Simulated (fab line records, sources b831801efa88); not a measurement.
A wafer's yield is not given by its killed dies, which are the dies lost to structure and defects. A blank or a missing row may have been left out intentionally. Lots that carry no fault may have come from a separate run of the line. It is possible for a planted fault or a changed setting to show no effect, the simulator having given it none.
fab line records    flow sky130
[record] lots = 7  wafers = 21  last_day = 50
route steps=708 shown LDD_N@238 PAD_OPEN@708
lots untouched by any fault: they come from a run of this same line in which no faults occurred
start_h: hours from the record's opening day to when the first of the lot's shown wafers began    wait_h: hours from the lot's prior step to this one    " as in the row above    L1.1+2: one row covering several wafers at once    - value missing, or start not given    * or withheld: withheld    < > ~ a bound
route shown NAME@n: NAME is a module with steps in the file, n the number in the route of the first one    usual: average and standard deviation across the fault-free wafers    same: alike in all rows    chamber/n: place in a boat    sites: per-site readings    _std_site: standard deviation of those values    _edge_site: the outer-site mean with the inner-site mean subtracted    radius_mm: how far each site lies from the wafer's centre    mask NAME#n: copy n    behind: the tool/chamber that last shaped the wafer    hold: the reason the lot was held/the length of the hold in hours/how it ended    device: names the non-switching transistor (n, p or np)    end of line: at the end of the route, the tests of the same wafers    a step given without rows: its recipe and nothing more    killed: count of dies lost to structure and defects at first sort (not the wafer's yield)    map: dies across one wafer; x = killed, . = not, _ = none there
set.NAME: the setting the step ran with; set.NAME@STEP: the setting that earlier step ran with    model.NAME: the simulator's own value behind a step, which no gauge read
a table for each step, a row for each wafer; lots at some steps of the route
services: when a tool's chamber went out of use (start_h, in hours from the record's first day, below 0 if earlier), for how many hours, and the reason
[[steps]]
[step SKY_LDD_N_HMDS_01]
[recipe] prime_time_s = 60  prime_temp_c = 120
[step SKY_LDD_N_COAT_02]
[recipe] resist = NOVOLAK  spin_rpm = 3000  resist_thk_nm = 300
[step SKY_LDD_N_SOFTBAKE_03]
[recipe] temp_c = 90  time_s = 60  resist = NOVOLAK
[step SKY_LDD_N_EXPOSE_04]
[recipe] mask_id = NTM  target_cd_nm = 840  na = 0.6  source_shape = conventional  sigma_outer = 0.6  dose_mj = 110
[step SKY_LDD_N_PEB_05]
[recipe] temp_c = withheld  time_s = *  resist = NOVOLAK
[step SKY_LDD_N_DEVELOP_06]
[recipe] develop_time_s = 60  dev_temp_c = 23
[step SKY_LDD_N_OVL_MEAS_07]
[usual] LDD_N_OVL = -0.9/1.3
lot.wafer  tool        chamber  start_h  wait_h  LDD_N_OVL[nm]
L113.2     overlay-01  -        422.64   0.1     1.2
L113.3     "           -        "        "       1.3
L113.6     "           -        "        "       1.9
L125.2     overlay-02  -        534.07   0.1     0.6
L125.4     "           -        "        "       0.2
L125.5     "           -        "        "       0.3
L126.2     overlay-02  -        545.67   0.1     0.1
L126.4     "           -        "        "       0.0
L126.5     "           -        "        "       -0.1
L128.1     overlay-02  -        560.59   0.1     1.7
L128.2     "           -        "        "       0.1
L128.6     "           -        "        "       -1.3
L129.2     overlay-02  -        563.02   0.1     -0.7
L129.3     "           -        "        "       -0.9
L129.6     "           -        "        "       -2.9
L130.1     overlay-02  -        576.47   0.1     -1.2
L130.2     "           -        "        "       -0.6
L130.6     "           -        "        "       -1.3
L132.2     overlay-01  -        586.14   0.1     -0.3
L132.3     "           -        "        "       -1.2
L132.4     "           -        "        "       -0.8
[step SKY_LDD_N_IMPLANT_08]
[recipe] species = As  energy_kev = 20  dose_cm2 = 7.5e+13  tilt_deg = withheld  rotation_deg = 23
[step SKY_LDD_N_IMPLANT_09]
[recipe] species = As  energy_kev = 20  dose_cm2 = 7.5e+13  tilt_deg = withheld  rotation_deg = 113
[step SKY_LDD_N_IMPLANT_10]
[recipe] species = As  energy_kev = 20  dose_cm2 = 7.5e+13  tilt_deg = withheld  rotation_deg = 203
[step SKY_LDD_N_IMPLANT_11]
[recipe] species = As  energy_kev = 20  dose_cm2 = 7.5e+13  tilt_deg = withheld  rotation_deg = 293
[step SKY_LDD_N_IMPLANT_12]
[recipe] species = BF2  energy_kev = 50  dose_cm2 = 5e+12  tilt_deg = 30  rotation_deg = 0
[step SKY_LDD_N_IMPLANT_13]
[recipe] species = BF2  energy_kev = 50  dose_cm2 = 5e+12  tilt_deg = 30  rotation_deg = 90
[usual] tilt_deg = 29.996/0.02
lot.wafer  tool          chamber  start_h  wait_h  tilt_deg
L113.2     implanter-02  0        423.45   0.1     30.001
L113.3     "             0        "        "       30.010
L113.6     "             0        "        "       29.977
L125.2     implanter-02  0        534.88   0.1     -0.045
L125.4     "             0        "        "       -0.012
L125.5     "             0        "        "       -0.046
L126.2     implanter-02  0        546.48   0.1     -0.011
L126.4     "             0        "        "       0.002
L126.5     "             0        "        "       -0.023
L128.1     implanter-02  0        561.37   0.1     0.015
L128.2     "             0        "        "       -0.013
L128.6     "             0        "        "       -0.003
L129.2     implanter-01  0        563.83   0.1     30.005
L129.3     "             0        "        "       29.992
L129.6     "             0        "        "       29.999
L130.1     implanter-01  0        577.25   0.1     29.998
L130.2     "             0        "        "       29.975
L130.6     "             0        "        "       30.007
L132.2     implanter-01  0        586.95   0.1     30.014
L132.3     "             0        "        "       29.995
L132.4     "             0        "        "       30.029
[step SKY_LDD_N_IMPLANT_14]
[recipe] species = BF2  energy_kev = 50  dose_cm2 = 5e+12  tilt_deg = 30  rotation_deg = 180
[step SKY_PAD_OPEN_PROBE_99]
[usual] killed_at_M0_to_M3 = 44/8.6  killed_at_M4_up = 3.4/1.9  killed_at_contacts = 23/5.7  killed_at_front_end = 15/4.5  killed_at_other = 0.4/0.62  killed_dies = 86/11  killed_open = 46/7.6  killed_short = 39/6.3
[same] gross_dies = 492  killed_at_back_side = 0
lot.wafer  tool       chamber  start_h  wait_h  killed_at_M0_to_M3  killed_at_M4_up  killed_at_contacts  killed_at_front_end  killed_at_other  killed_dies  killed_open  killed_short  model.etest.nfet_01v8_turned.vt_sat_v
L113.2     prober-02  -        1095.41  0.1     60                  7                18                  21                   0                106          51           55            0.6525
L113.3     prober-02  -        1095.46  0.2     51                  4                17                  13                   3                88           43           42            0.6533
L113.6     prober-02  -        1095.61  0.2     54                  5                17                  15                   0                91           51           39            0.6408
L125.2     prober-01  -        1173.36  0.1     49                  5                21                  8                    0                83           52           31            0.6593
L125.4     prober-01  -        1173.46  0.2     50                  5                16                  15                   1                87           45           41            0.651
L125.5     prober-01  -        1173.51  0.2     42                  4                18                  19                   0                83           43           40            0.6586
L126.2     prober-01  -        1176.69  0.1     58                  5                22                  17                   1                103          50           51            0.6718
L126.4     prober-01  -        1176.79  0.2     31                  2                22                  16                   1                72           31           41            0.6678
L126.5     prober-01  -        1176.84  0.2     31                  2                28                  14                   0                75           43           32            0.6759
L128.1     prober-01  -        1180.14  0.1     61                  2                24                  13                   0                100          49           51            0.6611
L128.2     prober-01  -        1180.19  0.1     61                  3                28                  20                   0                112          66           46            0.6539
L128.6     prober-01  -        1180.39  0.2     30                  7                19                  20                   1                77           44           33            0.6424
L129.2     prober-02  -        1185.10  0.1     40                  2                37                  17                   0                96           48           48            0.6486
L129.3     prober-02  -        1185.15  0.2     39                  3                22                  22                   2                88           49           39            0.6482
L129.6     prober-02  -        1185.30  0.2     34                  4                19                  16                   0                73           37           36            0.6561
L130.1     prober-01  -        1189.34  0.1     38                  2                20                  13                   1                74           40           32            0.6589
L130.2     prober-01  -        1189.39  0.1     49                  3                25                  11                   1                89           54           35            0.6607
L130.6     prober-01  -        1189.59  0.2     66                  3                31                  11                   0                111          63           48            0.6651
L132.2     prober-01  -        1194.97  0.1     45                  5                18                  17                   0                85           52           33            0.6396
L132.3     prober-01  -        1195.02  0.2     39                  3                22                  13                   1                78           43           34            0.6408
L132.4     prober-01  -        1195.07  0.2     33                  2                15                  10                   1                61           34           27            0.6477
// killed by level:class
L113.2 VIA2:geometric_particle:open=15 VIA1:geometric_particle:open=12 POLY_GATE:geometric_particle:short=7 METAL1:geometric_particle:short=7 CONTACT:geometric_particle:open=6 VIA3:geometric_particle:short=6 VIA1:geometric_particle:short=6 METAL2:geometric_particle:short=6
L113.3 VIA2:geometric_particle:open=10 VIA1:geometric_particle:open=8 METAL2:geometric_particle:short=7 VIA3:geometric_particle:open=7 POLY_GATE:geometric_particle:short=5 METAL1:geometric_particle:short=5 FIELD_ISO:geometric_particle:open=4 LOCAL_INTERCONNECT:geometric_particle:short=4
L113.6 VIA1:geometric_particle:open=19 METAL2:geometric_particle:short=9 LI_CONTACT:geometric_particle:open=7 VIA1:geometric_particle:short=6 CONTACT:geometric_particle:open=6 VIA2:geometric_particle:open=6 FIELD_ISO:geometric_particle:short=4 METAL1:geometric_particle:short=4
L125.2 CONTACT:geometric_particle:open=11 VIA2:geometric_particle:open=10 VIA3:geometric_particle:open=9 VIA1:geometric_particle:open=9 METAL1:geometric_particle:short=6 VIA1:geometric_particle:short=6 LI_CONTACT:geometric_particle:open=5 METAL4:geometric_particle:short=4
L125.4 VIA1:geometric_particle:open=14 CONTACT:geometric_particle:short=7 VIA1:geometric_particle:short=6 VIA2:geometric_particle:open=6 FIELD_ISO:geometric_particle:open=5 VIA2:geometric_particle:short=5 METAL4:geometric_particle:short=5 METAL2:geometric_particle:short=4
L125.5 FIELD_ISO:geometric_particle:open=9 VIA2:geometric_particle:open=8 METAL3:geometric_particle:short=8 VIA1:geometric_particle:open=7 FIELD_ISO:geometric_particle:short=6 CONTACT:geometric_particle:open=6 VIA1:geometric_particle:short=6 CONTACT:geometric_particle:short=5
L126.2 VIA1:geometric_particle:open=13 LI_CONTACT:geometric_particle:open=8 METAL1:geometric_particle:short=8 VIA2:geometric_particle:open=7 FIELD_ISO:geometric_particle:short=6 METAL2:geometric_particle:short=6 CONTACT:geometric_particle:open=5 VIA1:geometric_particle:short=5
L126.4 LI_CONTACT:geometric_particle:open=7 METAL1:geometric_particle:short=7 LI_CONTACT:geometric_particle:short=5 VIA1:geometric_particle:open=5 CONTACT:geometric_particle:short=5 FIELD_ISO:geometric_particle:short=4 METAL3:geometric_particle:short=4 CONTACT:geometric_particle:open=4
L126.5 CONTACT:geometric_particle:open=11 LI_CONTACT:geometric_particle:open=7 VIA3:geometric_particle:open=6 CONTACT:geometric_particle:short=6 METAL3:geometric_particle:short=5 POLY_GATE:geometric_particle:open=4 METAL2:geometric_particle:short=4 VIA2:geometric_particle:open=4
L128.1 VIA3:geometric_particle:open=12 METAL1:geometric_particle:short=8 VIA1:geometric_particle:open=8 LI_CONTACT:geometric_particle:open=7 METAL2:geometric_particle:short=6 VIA1:geometric_particle:short=6 CONTACT:geometric_particle:open=5 METAL3:geometric_particle:short=5
L128.2 VIA1:geometric_particle:open=20 CONTACT:geometric_particle:open=15 VIA2:geometric_particle:open=9 VIA3:geometric_particle:open=8 VIA2:geometric_particle:short=6 FIELD_ISO:geometric_particle:open=5 POLY_GATE:geometric_particle:open=5 LI_CONTACT:geometric_particle:short=5
L128.6 VIA2:geometric_particle:open=11 CONTACT:geometric_particle:open=9 CONTACT:geometric_particle:short=7 POLY_GATE:geometric_particle:open=5 METAL2:geometric_particle:short=5 FIELD_ISO:geometric_particle:open=4 FIELD_ISO:geometric_particle:short=4 METAL4:geometric_particle:short=4
L129.2 CONTACT:geometric_particle:open=14 LI_CONTACT:geometric_particle:open=12 FIELD_ISO:geometric_particle:short=8 VIA1:geometric_particle:open=8 CONTACT:geometric_particle:short=6 METAL1:geometric_particle:short=6 VIA1:geometric_particle:short=5 VIA2:geometric_particle:open=5
L129.3 VIA1:geometric_particle:open=12 CONTACT:geometric_particle:open=7 FIELD_ISO:geometric_particle:open=6 FIELD_ISO:geometric_particle:short=6 LI_CONTACT:geometric_particle:open=6 VIA1:geometric_particle:short=5 VIA2:geometric_particle:open=5 POLY_GATE:geometric_particle:short=4
L129.6 LI_CONTACT:geometric_particle:open=8 VIA3:geometric_particle:short=6 VIA3:geometric_particle:open=6 VIA1:geometric_particle:open=5 VIA2:geometric_particle:open=5 CONTACT:geometric_particle:short=4 CONTACT:geometric_particle:open=4 VIA1:geometric_particle:short=4
L130.1 LI_CONTACT:geometric_particle:open=7 VIA3:geometric_particle:open=7 METAL2:geometric_particle:short=6 VIA1:geometric_particle:open=6 VIA2:geometric_particle:open=6 LOCAL_INTERCONNECT:geometric_particle:short=5 CONTACT:geometric_particle:open=5 METAL1:geometric_particle:short=3
L130.2 VIA1:geometric_particle:open=13 CONTACT:geometric_particle:open=13 VIA2:geometric_particle:open=8 VIA3:geometric_particle:open=7 VIA1:geometric_particle:short=6 CONTACT:geometric_particle:short=5 FIELD_ISO:geometric_particle:short=4 LI_CONTACT:geometric_particle:open=4
L130.6 VIA1:geometric_particle:open=20 CONTACT:geometric_particle:open=12 VIA3:geometric_particle:open=10 LOCAL_INTERCONNECT:geometric_particle:short=7 VIA1:geometric_particle:short=6 VIA2:geometric_particle:open=6 CONTACT:geometric_particle:short=5 METAL1:geometric_particle:short=5
L132.2 VIA1:geometric_particle:open=11 VIA2:geometric_particle:open=9 LI_CONTACT:geometric_particle:open=8 METAL3:geometric_particle:short=6 POLY_GATE:geometric_particle:open=5 METAL2:geometric_particle:short=5 FIELD_ISO:geometric_particle:open=4 METAL1:geometric_particle:short=4
L132.3 CONTACT:geometric_particle:open=9 METAL1:geometric_particle:short=8 VIA1:geometric_particle:open=8 VIA2:geometric_particle:open=7 LI_CONTACT:geometric_particle:open=6 METAL2:geometric_particle:short=6 POLY_GATE:geometric_particle:short=5 VIA2:geometric_particle:short=4
L132.4 LI_CONTACT:geometric_particle:open=5 METAL1:geometric_particle:short=5 METAL2:geometric_particle:short=5 CONTACT:geometric_particle:short=4 CONTACT:geometric_particle:open=4 METAL1:geometric_particle:open=4 VIA1:geometric_particle:open=4 VIA2:geometric_particle:open=4
[[services]]
tool          chamber  start_h  hours  kind
implanter-02  -        458.96   1.5    repair
implanter-01  -        531.40   4.6    pm
implanter-02  -        535.30   4.4    pm
implanter-02  -        556.09   2.0    repair
[[key]]
[first_sign] step = SKY_LDD_N_IMPLANT_13  reading = tilt_deg  direction = down  sigmas = 99+  usual = *  struck = *
effect none on later readings
[model_effect] step = SKY_PAD_OPEN_PROBE_99  value = etest.nfet_01v8_turned.vt_sat_v  without = 0.6424  struck = 0.6602
met_at SKY_LDD_N_IMPLANT_13
struck_wafers L125.2,L125.4,L125.5,L126.2,L126.4,L126.5,L128.1,L128.2,L128.6
tester_left_out L125,L126,L128
onset_between 423.45 534.88
[fault] kind = process_parameter_drift  tool = implanter-02  chamber = -  onset_h = 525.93  steps = SKY_LDD_N_IMPLANT_13  channel = tilt_deg  offset = *  shape = step  end_h = 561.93  acts_in = *  stated = *
// tester_left_out: of these lots the tester's yield and bins aren't shown, on N5 and GAA mostly nor the transistor test; their killed dies are dies lost to structure and defects alone, not to doping, threshold or leakage, so they don't give the yield
